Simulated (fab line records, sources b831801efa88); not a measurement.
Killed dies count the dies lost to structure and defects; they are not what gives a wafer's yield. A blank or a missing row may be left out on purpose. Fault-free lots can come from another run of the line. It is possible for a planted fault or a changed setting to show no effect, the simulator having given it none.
fab line records	flow sky130
record lots=11	wafers=33	lastDay=50
route steps=708 shown VIA1@473 METAL2@483 PAD_OPEN@708
lots that met no fault: taken from a fault-free run of the same line
startH: hours from the record's opening day to when the first of the lot's shown wafers began	waitH: how many hours have passed since the lot's step before this one	" unchanged from the row above	L1.1+2: several wafers, shown together as one row	- either no value or no given start	* or withheld: withheld	< > ~ a bound
route shown NAME@n: a module of which the file shows steps, and the number in the route of the first	usual: average and standard deviation across the fault-free wafers	same: alike in all rows	chamber/n: place in a boat	sites: each site's reading	_std_site: standard deviation across them	_edge_site: inner sites' mean taken away from outer sites' mean	radiusMm: for every site, how far away it sits from the centre of the wafer	mask NAME#n: copy n	behind: tool/chamber where the wafer was last shaped	hold: why the lot was held/for how many hours/how that ended	device: transistor that didn't switch, given as n, p or np	end of line: the same wafers' tests at the end of the route	a step with no rows: only its recipe	killed: not the wafer's yield, but the dies lost to structure and defects at the first sort	map: the dies of a wafer, with x for killed, . for not killed, _ for no die there
set.NAME: the setting that was run; set.NAME@STEP: the one run at that earlier step	model.NAME: the simulator's own value behind a step, which no gauge read
the route's steps for a sample of lots (tables are steps, rows are wafers)
services: the hour from which a tool's chamber was out of use, counted from the record's first day as startH (under 0 if before that day), plus the number of hours and why
## steps
# step SKY_VIA1_ETCH_15
# recipe target=SiO2	chemistry=C4F8/O2/Ar	targetDepthNm=351	stopOn=TiN	maskMaterial=KrF-thick	sourceW=1500	biasW=1200	pressureMtorr=40	c4f8FlowSccm=withheld	O2_flow_sccm=6	Ar_flow_sccm=300	timeS=54
# usual oesProductAu=0.981/0.0053
lot.wafer	tool	chamber	startH	waitH	oesProductAu	rfHoursCounterH
L831.1	rieDiel-02	3	775.93	0.0	0.989	10
L831.3	"	0	"	"	0.980	7
L831.5	"	0	"	"	0.983	-
L835.1	rieDiel-03	1	821.74	0.0	0.978	32
L835.5	"	0	"	"	0.980	-
L835.6	"	1	"	"	0.987	-
L837.1	rieDiel-02	1	838.49	0.0	0.977	15
L837.2	"	2	"	"	0.976	4
L837.3	"	0	"	"	0.983	8
L839.1	rieDiel-01	3	849.24	0.0	0.980	8
L839.2	"	0	"	"	0.980	9
L839.4	"	1	"	"	0.986	10
L840.3	rieDiel-03	3	856.44	0.0	0.983	7
L840.5	"	0	"	"	0.977	-
L840.6	"	1	"	"	0.983	-
L843.1	rieDiel-01	3	871.83	0.0	0.989	9
L843.3	"	0	"	"	0.973	11
L843.5	"	1	"	"	0.989	-
L848.3	rieDiel-03	3	911.54	0.0	0.983	9
L848.4	"	0	"	"	0.982	16
L848.6	"	0	"	"	0.983	-
L851.1	rieDiel-02	3	960.54	0.0	0.987	14
L851.3	"	1	"	"	0.972	17
L851.4	"	0	"	"	0.988	11
L849.2	rieDiel-01	2	960.84	0.0	0.977	10
L849.4	"	1	"	"	0.981	14
L849.5	"	1	"	"	0.985	-
L852.1	rieDiel-03	3	961.43	0.0	0.984	10
L852.3	"	2	"	"	0.978	5
L852.5	"	0	"	"	0.974	-
L853.2	rieDiel-03	1	963.69	0.0	0.990	4
L853.3	"	3	"	"	0.981	10
L853.6	"	3	"	"	0.977	-
# step SKY_VIA1_STRIP_16
# recipe chemistry=O2/N2	powerW=1400	pressureMtorr=1500	platenTempC=withheld	o2FlowSccm=3000	n2FlowSccm=300	overashFraction=0.5
# usual drypumpMotorCurrentA=5.8/0.41	oesProductAu=0.415/0.0047	stripTimeToEndpointS=4.448/0.017
# same overashFraction=0.5
lot.wafer	tool	chamber	startH	waitH	drypumpMotorCurrentA	oesProductAu	rfHoursCounterH	stripTimeToEndpointS
L831.1	plasmaAsher-03	1	775.98	0.0	6.1	0.410	33	4.443
L831.3	"	1	"	"	6.1	0.415	-	4.456
L831.5	"	1	"	"	6.1	0.412	-	4.478
L835.1	plasmaAsher-04	0	821.78	0.0	6.3	0.415	70	4.455
L835.5	"	0	"	"	6.3	0.418	-	4.469
L835.6	"	1	"	"	5.8	0.408	-	4.460
L837.1	plasmaAsher-01	0	838.53	0.0	6.1	0.416	100	4.460
L837.2	"	1	"	"	5.7	0.420	100	4.447
L837.3	"	0	"	"	6.1	0.419	-	4.474
L839.1	plasmaAsher-04	0	849.28	0.0	6.3	0.419	74	4.457
L839.2	"	1	"	"	5.8	0.421	74	4.455
L839.4	"	1	"	"	5.8	0.415	-	4.461
L840.3	plasmaAsher-03	1	856.52	0.1	6.1	0.415	-	4.474
L840.5	"	1	"	"	6.1	0.402	-	4.452
L840.6	"	0	"	"	4.9	0.414	-	4.462
L843.1	plasmaAsher-03	0	871.88	0.0	5.0	0.416	42	4.436
L843.3	"	1	"	"	6.1	0.421	-	4.440
L843.5	"	1	"	"	6.1	0.418	-	4.459
L848.3	plasmaAsher-04	1	911.62	0.1	5.8	0.410	-	4.448
L848.4	"	0	"	"	6.3	0.422	-	4.482
L848.6	"	0	"	"	6.3	0.424	-	4.470
L851.1	plasmaAsher-01	1	960.58	0.0	5.7	0.411	112	4.436
L851.3	"	0	"	"	6.1	0.418	-	4.452
L851.4	"	1	"	"	5.7	0.421	-	4.462
L849.2	plasmaAsher-03	1	960.89	0.0	6.1	0.408	50	4.443
L849.4	"	0	"	"	5.0	0.412	-	4.434
L849.5	"	0	"	"	4.9	0.412	-	4.451
L852.1	plasmaAsher-04	1	961.48	0.0	5.8	0.417	85	4.418
L852.3	"	1	"	"	5.8	0.410	-	4.447
L852.5	"	0	"	"	6.3	0.417	-	4.433
L853.2	plasmaAsher-03	0	963.74	0.0	5.0	0.421	51	4.453
L853.3	"	1	"	"	6.1	0.411	-	4.433
L853.6	"	1	"	"	6.1	0.416	-	4.422
# step SKY_VIA1_CVD_21
# recipe material=W	targetThkNm=270	timeS=80.902	tempC=400	pressureTorr=40
# usual heaterPowerW=814/64
lot.wafer	tool	chamber	startH	waitH	heaterPowerW
L831.1	cvdW-01	0	776.67	0.0	753
L831.3	"	1	"	"	863
L831.5	"	0	"	"	749
L835.1	cvdW-02	0	822.44	0.0	812
L835.5	"	0	"	"	783
L835.6	"	1	"	"	852
L837.1	cvdW-02	1	839.19	0.0	870
L837.2	"	0	"	"	789
L837.3	"	0	"	"	776
L839.1	cvdW-02	0	850.04	0.0	795
L839.2	"	1	"	"	884
L839.4	"	0	"	"	770
L840.3	cvdW-02	1	857.17	0.1	857
L840.5	"	0	"	"	782
L840.6	"	1	"	"	866
L843.1	cvdW-01	0	872.58	0.0	743
L843.3	"	1	"	"	890
L843.5	"	1	"	"	904
L848.3	cvdW-01	1	912.37	0.2	873
L848.4	"	0	"	"	730
L848.6	"	0	"	"	722
L851.1	cvdW-02	0	961.33	0.0	776
L851.3	"	0	"	"	770
L851.4	"	1	"	"	786
L849.2	cvdW-01	0	961.98	0.0	739
L849.4	"	1	"	"	893
L849.5	"	0	"	"	733
L852.1	cvdW-02	0	962.30	0.0	779
L852.3	"	1	"	"	802
L852.5	"	1	"	"	798
L853.2	cvdW-02	0	964.81	0.0	781
L853.3	"	0	"	"	761
L853.6	"	0	"	"	768
# step SKY_VIA1_RS_MEAS_22
# recipe thkMeasGauge=four-point-probe	reads=W_of_VIA1_CVD_21+TiN_of_VIA1_SPUTTER_20
# usual VIA1_W_RS=0.426/0.0035
lot.wafer	tool	chamber	startH	waitH	VIA1_W_RS[ohm/sq]
L831.1	filmMetro-02	-	776.76	0.1	0.426
L831.3	"	-	"	"	0.427
L831.5	"	-	"	"	0.429
L835.1	filmMetro-01	-	822.53	0.1	0.427
L835.5	"	-	"	"	0.429
L835.6	"	-	"	"	0.425
L837.1	filmMetro-02	-	839.29	0.1	0.428
L837.2	"	-	"	"	0.459
L837.3	"	-	"	"	0.427
L839.1	filmMetro-03	-	850.13	0.1	0.426
L839.2	"	-	"	"	0.465
L839.4	"	-	"	"	0.460
L840.3	filmMetro-02	-	857.27	0.1	0.430
L840.5	"	-	"	"	0.427
L840.6	"	-	"	"	0.464
L843.1	filmMetro-03	-	872.67	0.1	0.422
L843.3	"	-	"	"	0.429
L843.5	"	-	"	"	0.429
L848.3	filmMetro-01	-	912.48	0.1	0.425
L848.4	"	-	"	"	0.429
L848.6	"	-	"	"	0.428
L851.1	filmMetro-03	-	961.42	0.1	0.424
L851.3	"	-	"	"	0.430
L851.4	"	-	"	"	0.431
L849.2	filmMetro-01	-	962.10	0.1	0.429
L849.4	"	-	"	"	0.430
L849.5	"	-	"	"	0.426
L852.1	filmMetro-03	-	962.39	0.1	0.421
L852.3	"	-	"	"	0.423
L852.5	"	-	"	"	0.424
L853.2	filmMetro-03	-	964.92	0.1	0.429
L853.3	"	-	"	"	0.431
L853.6	"	-	"	"	0.430
# step SKY_VIA1_THK_MEAS_23
# recipe thkMeasGauge=xrf	reads=W_of_VIA1_CVD_21
# usual VIA1_W_THK=258/3.1
lot.wafer	tool	chamber	startH	waitH	VIA1_W_THK[nm]
L831.1	filmMetro-02	-	776.88	0.1	257
L831.3	"	-	"	"	256
L831.5	"	-	"	"	256
L835.1	filmMetro-01	-	822.65	0.1	257
L835.5	"	-	"	"	256
L835.6	"	-	"	"	257
L837.1	filmMetro-02	-	839.41	0.1	255
L837.2	"	-	"	"	238
L837.3	"	-	"	"	255
L839.1	filmMetro-03	-	850.25	0.1	259
L839.2	"	-	"	"	239
L839.4	"	-	"	"	241
L840.3	filmMetro-02	-	857.37	0.1	257
L840.5	"	-	"	"	256
L840.6	"	-	"	"	238
L843.1	filmMetro-03	-	872.79	0.1	260
L843.3	"	-	"	"	254
L843.5	"	-	"	"	255
L848.3	filmMetro-01	-	912.58	0.1	255
L848.4	"	-	"	"	253
L848.6	"	-	"	"	254
L851.1	filmMetro-03	-	961.54	0.1	262
L851.3	"	-	"	"	260
L851.4	"	-	"	"	260
L849.2	filmMetro-01	-	962.21	0.1	255
L849.4	"	-	"	"	256
L849.5	"	-	"	"	257
L852.1	filmMetro-03	-	962.51	0.1	266
L852.3	"	-	"	"	264
L852.5	"	-	"	"	264
L853.2	filmMetro-03	-	965.03	0.1	261
L853.3	"	-	"	"	259
L853.6	"	-	"	"	260
# step SKY_METAL2_SPUTTER_00
# recipe material=Ti	targetThkNm=15	powerW=3000	timeS=10	chamberPressurePa=0.4
# usual cathodeDcPowerW=3000.0/0.56	throttleValvePct=30.0/1.4
lot.wafer	tool	chamber	startH	waitH	cathodeDcPowerW	throttleValvePct
L831.1	pvdSputter-02	-	777.24	0.1	2999.5	29.1
L831.3	"	-	"	"	2999.7	32.5
L831.5	"	-	"	"	3000.5	28.8
L835.1	pvdSputter-03	-	823.01	0.1	2999.9	32.2
L835.5	"	-	"	"	2999.3	28.2
L835.6	"	-	"	"	3000.4	32.2
L837.1	pvdSputter-02	-	839.77	0.1	3000.0	30.3
L837.2	"	-	"	"	2999.3	32.4
L837.3	"	-	"	"	2999.9	29.2
L839.1	pvdSputter-03	-	850.61	0.1	3000.3	28.1
L839.2	"	-	"	"	2999.3	32.0
L839.4	"	-	"	"	3000.2	28.0
L840.3	pvdSputter-01	-	857.96	0.1	3000.3	30.1
L840.5	"	-	"	"	3000.4	30.1
L840.6	"	-	"	"	2999.9	29.9
L843.1	pvdSputter-01	-	873.15	0.1	3000.5	31.4
L843.3	"	-	"	"	2999.2	30.4
L843.5	"	-	"	"	2999.2	30.1
L848.3	pvdSputter-03	-	913.27	0.1	3000.1	30.0
L848.4	"	-	"	"	2999.4	28.1
L848.6	"	-	"	"	3000.1	32.2
L851.1	pvdSputter-01	-	961.90	0.1	3000.3	30.7
L851.3	"	-	"	"	3000.5	31.4
L851.4	"	-	"	"	2999.8	30.0
L849.2	pvdSputter-03	-	962.56	0.2	3000.4	28.2
L849.4	"	-	"	"	2999.5	32.4
L849.5	"	-	"	"	3001.0	32.3
L852.1	pvdSputter-02	-	962.87	0.2	3000.0	29.4
L852.3	"	-	"	"	3000.6	32.6
L852.5	"	-	"	"	2999.9	28.7
L853.2	pvdSputter-01	-	965.38	0.2	3000.5	30.0
L853.3	"	-	"	"	3000.1	31.4
L853.6	"	-	"	"	2999.3	31.3
# step SKY_PAD_OPEN_PROBE_99
# usual defectLimitedYield=82.6/2	killed_at_M0_to_M3=43/7.3	killed_at_M4_up=3.1/1.7	killedAtContacts=24/4.7	killedAtFrontEnd=15/4.6	killedAtOther=0.3/0.55	killedDies=86/9.7	killedOpen=47/6.7	killedShort=39/6.5	sort_bin_3_pad_short=0.9/0.41	sort_bin_5_function=10.3/1.5	sort_bin_6_memory=6.2/1.1	sortNPass=406/9.7	sortYieldPct=82.6/2
# same grossDies=492	killedAtBackSide=0	sort_bin_4_leakage[%]=0	sort_bin_8_speed[%]=0
lot.wafer	tool	chamber	startH	waitH	defectLimitedYield[%]	killed_at_M0_to_M3	killed_at_M4_up	killedAtContacts	killedAtFrontEnd	killedAtOther	killedDies	killedOpen	killedShort	sort_bin_3_pad_short[%]	sort_bin_5_function[%]	sort_bin_6_memory[%]	sortNPass	sortYieldPct[%]
L831.1	prober-01	-	1059.56	0.1	81.9	42	2	24	21	0	89	41	48	0.6	11.2	6.3	403	81.9
L831.3	prober-01	-	1059.66	0.2	80.5	45	3	27	20	1	96	50	46	1.2	11.0	7.3	396	80.5
L831.5	prober-01	-	1059.76	0.2	81.5	53	2	23	13	0	91	51	40	0.4	12.4	5.7	401	81.5
L835.1	prober-02	-	1099.37	0.1	81.9	40	2	31	16	0	89	50	39	1.0	9.8	7.3	403	81.9
L835.5	prober-02	-	1099.57	0.2	83.7	29	4	28	19	0	80	43	37	0.8	10.0	5.5	412	83.7
L835.6	prober-02	-	1099.62	0.2	82.5	39	4	30	13	0	86	49	37	0.6	10.6	6.3	406	82.5
L837.1	prober-01	-	1109.95	0.1	81.3	47	2	25	16	2	92	51	41	1.0	11.4	6.3	400	81.3
L837.2	prober-01	-	1110.00	0.1	81.3	44	8	19	20	1	92	53	39	1.0	12.0	5.7	400	81.3
L837.3	prober-01	-	1110.05	0.2	79.7	46	1	28	24	1	100	62	38	0.6	11.0	8.7	392	79.7
L839.1	prober-01	-	1118.11	0.1	81.7	47	4	24	15	0	90	44	46	1.0	11.0	6.3	402	81.7
L839.2	prober-01	-	1118.16	0.1	81.9	47	3	25	14	0	89	46	43	1.8	10.0	6.3	403	81.9
L839.4	prober-01	-	1118.26	0.2	84.6	32	4	25	15	0	76	37	39	0.8	9.1	5.5	416	84.6
L840.3	prober-02	-	1123.75	0.2	81.9	48	5	22	14	0	89	45	44	0.4	12.4	5.3	403	81.9
L840.5	prober-02	-	1123.85	0.2	85.4	39	2	14	16	1	72	45	27	0	7.9	6.7	420	85.4
L840.6	prober-02	-	1123.90	0.2	81.3	48	2	30	12	0	92	52	40	1.2	11.2	6.3	400	81.3
L843.1	prober-02	-	1133.11	0.1	86.4	38	1	18	10	0	67	38	29	0.6	9.1	3.9	425	86.4
L843.3	prober-02	-	1133.21	0.2	83.1	52	1	21	9	0	83	44	39	1.0	10.6	5.3	409	83.1
L843.5	prober-02	-	1133.31	0.2	80.3	52	2	29	14	0	97	51	46	1.0	11.4	7.3	395	80.3
L848.3	prober-02	-	1163.76	0.2	86.0	32	5	20	12	0	69	41	28	1.0	8.3	4.7	423	86.0
L848.4	prober-02	-	1163.81	0.2	81.9	44	4	27	12	2	89	42	47	0.8	11.0	6.3	403	81.9
L848.6	prober-02	-	1163.91	0.2	82.5	46	4	25	11	0	86	44	42	0.2	10.6	6.7	406	82.5
L851.1	prober-01	-	1194.56	0.1	82.7	41	2	24	18	0	85	51	34	0.6	10.2	6.5	407	82.7
L851.3	prober-01	-	1194.66	0.2	84.3	32	2	22	21	0	77	42	35	0.8	9.8	5.1	415	84.3
L851.4	prober-01	-	1194.71	0.2	82.1	50	0	21	16	1	88	48	40	1.0	10.4	6.5	404	82.1
L852.1	prober-01	-	1197.31	0.1	82.1	43	5	21	19	0	88	50	38	0.8	10.6	6.5	404	82.1
L852.3	prober-01	-	1197.41	0.2	79.9	55	4	22	17	1	99	61	38	1.2	12.2	6.7	393	79.9
L852.5	prober-01	-	1197.51	0.2	84.8	38	5	22	9	1	75	40	35	1.0	8.9	5.3	417	84.8
L849.2	prober-02	-	1198.39	0.1	80.7	55	3	25	11	1	95	49	46	0.8	11.0	7.5	397	80.7
L849.4	prober-02	-	1198.49	0.2	83.7	39	4	21	16	0	80	54	26	0.4	10.2	5.7	412	83.7
L849.5	prober-02	-	1198.54	0.2	81.3	39	7	30	16	0	92	61	31	0.8	11.4	6.5	400	81.3
L853.2	prober-01	-	1200.22	0.1	83.5	44	0	20	17	0	81	50	31	0.8	7.9	7.7	411	83.5
L853.3	prober-01	-	1200.27	0.2	82.9	38	2	28	15	1	84	46	38	1.2	8.9	6.9	408	82.9
L853.6	prober-01	-	1200.42	0.2	82.3	39	2	26	20	0	87	36	51	1.2	9.8	6.7	405	82.3
# killed by level:class
L831.1 VIA2:geometricParticle:short=8 CONTACT:geometricParticle:open=8 LI_CONTACT:geometricParticle:open=7 CONTACT:geometricParticle:short=7 METAL2:geometricParticle:short=7 VIA1:geometricParticle:short=6 FIELD_ISO:geometricParticle:open=5 FIELD_ISO:geometricParticle:short=4
L831.3 CONTACT:geometricParticle:open=12 VIA1:geometricParticle:open=9 POLY_GATE:geometricParticle:short=8 METAL2:geometricParticle:short=7 LI_CONTACT:geometricParticle:open=6 METAL1:geometricParticle:short=6 VIA3:geometricParticle:open=6 POLY_GATE:geometricParticle:open=4
L831.5 VIA1:geometricParticle:open=11 CONTACT:geometricParticle:open=9 METAL2:geometricParticle:short=8 VIA2:geometricParticle:open=8 FIELD_ISO:geometricParticle:open=5 METAL1:geometricParticle:short=5 LI_CONTACT:geometricParticle:open=5 VIA1:geometricParticle:short=5
L835.1 CONTACT:geometricParticle:open=11 VIA1:geometricParticle:open=8 LI_CONTACT:geometricParticle:open=7 VIA3:geometricParticle:open=7 LOCAL_INTERCONNECT:geometricParticle:short=6 POLY_GATE:geometricParticle:short=5 POLY_GATE:geometricParticle:open=5 VIA1:geometricParticle:short=5
L835.5 CONTACT:geometricParticle:open=11 METAL1:geometricParticle:short=9 VIA1:geometricParticle:open=8 LI_CONTACT:geometricParticle:open=7 CONTACT:geometricParticle:short=6 POLY_GATE:geometricParticle:open=5 FIELD_ISO:geometricParticle:open=4 POLY_GATE:geometricParticle:short=4
L835.6 CONTACT:geometricParticle:open=12 VIA1:geometricParticle:open=11 LI_CONTACT:geometricParticle:open=7 METAL2:geometricParticle:short=6 VIA3:geometricParticle:open=5 METAL3:geometricParticle:short=4 POLY_GATE:geometricParticle:short=4 LOCAL_INTERCONNECT:geometricParticle:short=4
L837.1 CONTACT:geometricParticle:open=10 VIA1:geometricParticle:short=10 VIA1:geometricParticle:open=9 VIA2:geometricParticle:open=7 LI_CONTACT:geometricParticle:open=6 VIA3:geometricParticle:open=6 CONTACT:geometricParticle:short=5 POLY_GATE:geometricParticle:open=4
L837.2 VIA1:geometricParticle:open=14 CONTACT:geometricParticle:open=7 VIA3:geometricParticle:open=7 METAL4:geometricParticle:short=7 FIELD_ISO:geometricParticle:short=5 POLY_GATE:geometricParticle:open=5 LI_CONTACT:geometricParticle:open=5 VIA2:geometricParticle:open=5
L837.3 CONTACT:geometricParticle:open=13 VIA1:geometricParticle:open=8 VIA2:geometricParticle:open=8 LI_CONTACT:geometricParticle:open=7 METAL1:geometricParticle:short=6 FIELD_ISO:geometricParticle:short=5 VIA3:geometricParticle:open=5 POLY_GATE:geometricParticle:open=4
L839.1 CONTACT:geometricParticle:open=9 VIA1:geometricParticle:open=9 METAL1:geometricParticle:short=7 POLY_GATE:geometricParticle:open=5 VIA1:geometricParticle:short=5 VIA3:geometricParticle:short=5 VIA2:geometricParticle:short=5 LI_CONTACT:geometricParticle:short=4
L839.2 VIA1:geometricParticle:open=12 METAL1:geometricParticle:short=8 VIA2:geometricParticle:open=7 LI_CONTACT:geometricParticle:open=6 CONTACT:geometricParticle:short=6 LOCAL_INTERCONNECT:geometricParticle:short=5 CONTACT:geometricParticle:open=5 POLY_GATE:geometricParticle:open=4
L839.4 VIA1:geometricParticle:open=8 LI_CONTACT:geometricParticle:open=7 LOCAL_INTERCONNECT:geometricParticle:short=7 CONTACT:geometricParticle:open=6 METAL1:geometricParticle:short=6 FIELD_ISO:geometricParticle:short=4 METAL2:geometricParticle:short=4 VIA1:geometricParticle:short=4
L840.3 VIA1:geometricParticle:open=12 CONTACT:geometricParticle:open=7 VIA3:geometricParticle:open=7 VIA1:geometricParticle:short=6 LOCAL_INTERCONNECT:geometricParticle:short=6 METAL1:geometricParticle:short=6 LI_CONTACT:geometricParticle:open=5 METAL2:geometricParticle:short=5
L840.5 VIA1:geometricParticle:open=11 POLY_GATE:geometricParticle:open=5 LI_CONTACT:geometricParticle:open=5 VIA3:geometricParticle:open=5 CONTACT:geometricParticle:open=5 VIA2:geometricParticle:open=5 VIA2:geometricParticle:short=4 FIELD_ISO:geometricParticle:short=3
L840.6 VIA1:geometricParticle:open=20 LI_CONTACT:geometricParticle:open=9 METAL2:geometricParticle:short=9 CONTACT:geometricParticle:short=8 CONTACT:geometricParticle:open=7 VIA3:geometricParticle:open=5 FIELD_ISO:geometricParticle:short=3 POLY_GATE:geometricParticle:short=3
L843.1 VIA1:geometricParticle:open=11 CONTACT:geometricParticle:open=8 POLY_GATE:geometricParticle:open=5 METAL2:geometricParticle:short=5 VIA3:geometricParticle:open=4 LOCAL_INTERCONNECT:geometricParticle:short=4 VIA3:geometricParticle:short=4 LI_CONTACT:geometricParticle:open=3
L843.3 METAL2:geometricParticle:short=10 VIA1:geometricParticle:open=9 VIA3:geometricParticle:open=9 CONTACT:geometricParticle:open=7 METAL1:geometricParticle:short=7 LI_CONTACT:geometricParticle:open=6 VIA1:geometricParticle:short=6 CONTACT:geometricParticle:short=5
L843.5 LI_CONTACT:geometricParticle:open=11 METAL1:geometricParticle:short=10 METAL2:geometricParticle:short=8 VIA2:geometricParticle:open=8 CONTACT:geometricParticle:open=7 VIA3:geometricParticle:open=6 VIA1:geometricParticle:open=5 POLY_GATE:geometricParticle:short=4
L848.3 VIA1:geometricParticle:open=9 CONTACT:geometricParticle:open=8 VIA3:geometricParticle:open=6 LI_CONTACT:geometricParticle:open=5 CONTACT:geometricParticle:short=5 POLY_GATE:geometricParticle:open=4 METAL2:geometricParticle:short=4 METAL1:geometricParticle:short=4
L848.4 VIA1:geometricParticle:short=10 CONTACT:geometricParticle:open=8 LI_CONTACT:geometricParticle:open=7 VIA1:geometricParticle:open=7 CONTACT:geometricParticle:short=6 VIA3:geometricParticle:open=6 METAL2:geometricParticle:short=5 VIA2:geometricParticle:open=5
L848.6 CONTACT:geometricParticle:open=9 LI_CONTACT:geometricParticle:open=8 VIA1:geometricParticle:open=8 METAL1:geometricParticle:short=7 VIA1:geometricParticle:short=6 METAL3:geometricParticle:short=5 VIA2:geometricParticle:open=4 METAL2:geometricParticle:short=4
L851.1 VIA1:geometricParticle:open=11 VIA2:geometricParticle:open=8 CONTACT:geometricParticle:short=7 FIELD_ISO:geometricParticle:open=6 LOCAL_INTERCONNECT:geometricParticle:short=6 LI_CONTACT:geometricParticle:open=5 VIA3:geometricParticle:open=5 CONTACT:geometricParticle:open=5
L851.3 CONTACT:geometricParticle:open=7 VIA3:geometricParticle:open=7 POLY_GATE:geometricParticle:open=6 VIA2:geometricParticle:open=6 FIELD_ISO:geometricParticle:open=5 VIA1:geometricParticle:open=5 LI_CONTACT:geometricParticle:short=5 FIELD_ISO:geometricParticle:short=4
L851.4 VIA1:geometricParticle:open=12 METAL1:geometricParticle:short=8 VIA3:geometricParticle:open=8 CONTACT:geometricParticle:open=6 CONTACT:geometricParticle:short=5 FIELD_ISO:geometricParticle:short=4 FIELD_ISO:geometricParticle:open=4 POLY_GATE:geometricParticle:open=4
L852.1 CONTACT:geometricParticle:open=9 VIA1:geometricParticle:open=9 VIA2:geometricParticle:open=8 FIELD_ISO:geometricParticle:open=7 VIA3:geometricParticle:open=6 LOCAL_INTERCONNECT:geometricParticle:short=5 METAL3:geometricParticle:short=5 LI_CONTACT:geometricParticle:open=4
L852.3 VIA1:geometricParticle:open=15 VIA2:geometricParticle:open=8 CONTACT:geometricParticle:open=7 VIA3:geometricParticle:open=7 FIELD_ISO:geometricParticle:short=6 LI_CONTACT:geometricParticle:open=6 FIELD_ISO:geometricParticle:open=5 VIA1:geometricParticle:short=5
L852.5 VIA1:geometricParticle:open=10 VIA3:geometricParticle:open=7 VIA3:geometricParticle:short=6 LI_CONTACT:geometricParticle:open=6 CONTACT:geometricParticle:open=6 METAL4:geometricParticle:short=5 LI_CONTACT:geometricParticle:short=4 LOCAL_INTERCONNECT:geometricParticle:short=4
L849.2 VIA1:geometricParticle:open=9 METAL1:geometricParticle:short=8 VIA3:geometricParticle:open=8 CONTACT:geometricParticle:open=7 LI_CONTACT:geometricParticle:open=7 VIA2:geometricParticle:open=6 VIA2:geometricParticle:short=5 CONTACT:geometricParticle:short=5
L849.4 LI_CONTACT:geometricParticle:open=10 VIA1:geometricParticle:open=8 VIA3:geometricParticle:open=7 CONTACT:geometricParticle:open=7 VIA2:geometricParticle:open=7 FIELD_ISO:geometricParticle:short=6 METAL1:geometricParticle:short=6 FIELD_ISO:geometricParticle:open=5
L849.5 VIA1:geometricParticle:open=14 CONTACT:geometricParticle:open=9 LI_CONTACT:geometricParticle:open=8 VIA2:geometricParticle:open=8 FIELD_ISO:geometricParticle:open=6 CONTACT:geometricParticle:short=6 VIA3:geometricParticle:open=6 METAL4:geometricParticle:short=5
L853.2 VIA1:geometricParticle:open=16 VIA2:geometricParticle:open=8 CONTACT:geometricParticle:open=7 LI_CONTACT:geometricParticle:open=6 METAL1:geometricParticle:short=6 POLY_GATE:geometricParticle:short=5 POLY_GATE:geometricParticle:open=4 METAL2:geometricParticle:short=4
L853.3 CONTACT:geometricParticle:open=12 VIA1:geometricParticle:open=9 CONTACT:geometricParticle:short=8 LI_CONTACT:geometricParticle:open=7 VIA2:geometricParticle:open=6 FIELD_ISO:geometricParticle:short=5 METAL2:geometricParticle:short=5 POLY_GATE:geometricParticle:short=4
L853.6 METAL2:geometricParticle:short=11 VIA1:geometricParticle:open=9 POLY_GATE:geometricParticle:short=7 LOCAL_INTERCONNECT:geometricParticle:short=6 CONTACT:geometricParticle:open=6 LI_CONTACT:geometricParticle:open=5 VIA1:geometricParticle:short=5 FIELD_ISO:geometricParticle:short=4
## services
tool	chamber	startH	hours	kind
rieDiel-02	2	769.55	34.5	repair
rieDiel-03	1	794.57	8.0	repair
rieDiel-03	2	800.25	2.5	repair
plasmaAsher-03	-	814.14	14.6	pm
cvdW-02	-	819.55	0.5	repair
plasmaAsher-01	-	823.15	2.8	pm
rieDiel-03	-	835.11	14.6	pm
rieDiel-01	-	843.05	1.0	repair
rieDiel-02	-	848.72	14.6	pm
plasmaAsher-03	-	848.86	0.6	repair
pvdSputter-01	-	850.27	3.7	repair
rieDiel-03	2	852.17	11.4	repair
cvdW-01	-	857.00	6.9	pm
pvdSputter-02	-	885.21	1.6	repair
pvdSputter-01	-	903.36	0.8	repair
cvdW-02	-	904.00	14.0	pm
rieDiel-02	3	923.34	3.8	repair
pvdSputter-03	-	935.06	1.5	repair
rieDiel-01	1	935.15	2.9	repair
cvdW-01	-	944.12	14.6	pm
plasmaAsher-01	-	944.48	3.9	repair
rieDiel-03	1	958.29	3.3	repair
pvdSputter-02	-	963.30	0.5	repair
rieDiel-02	0	964.44	3.2	repair
## key
firstSign step=SKY_VIA1_RS_MEAS_22	reading=VIA1_W_RS	direction=up	sigmas=10	usual=0.426	struck=0.462
effect step=SKY_VIA1_THK_MEAS_23	reading=VIA1_W_THK	direction=down	sigmas=6.3	usual=258	struck=239
metAt SKY_VIA1_CVD_21
struckLots L837,L839,L840
struckWafers L837.2,L839.2,L839.4,L840.6
notActingAt SKY_VIA1_ETCH_15,SKY_VIA1_STRIP_16,SKY_METAL2_SPUTTER_00
onsetBetween 822.44 839.19
fault kind=processParameterDrift	tool=cvdW-02	chamber=-	onsetH=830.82	steps=SKY_VIA1_CVD_21	channel=targetThkNm	offset=-20.696	shape=step	endH=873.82	scope=struckWafersOnly	actsIn=theseRecipesOnly	stated=270
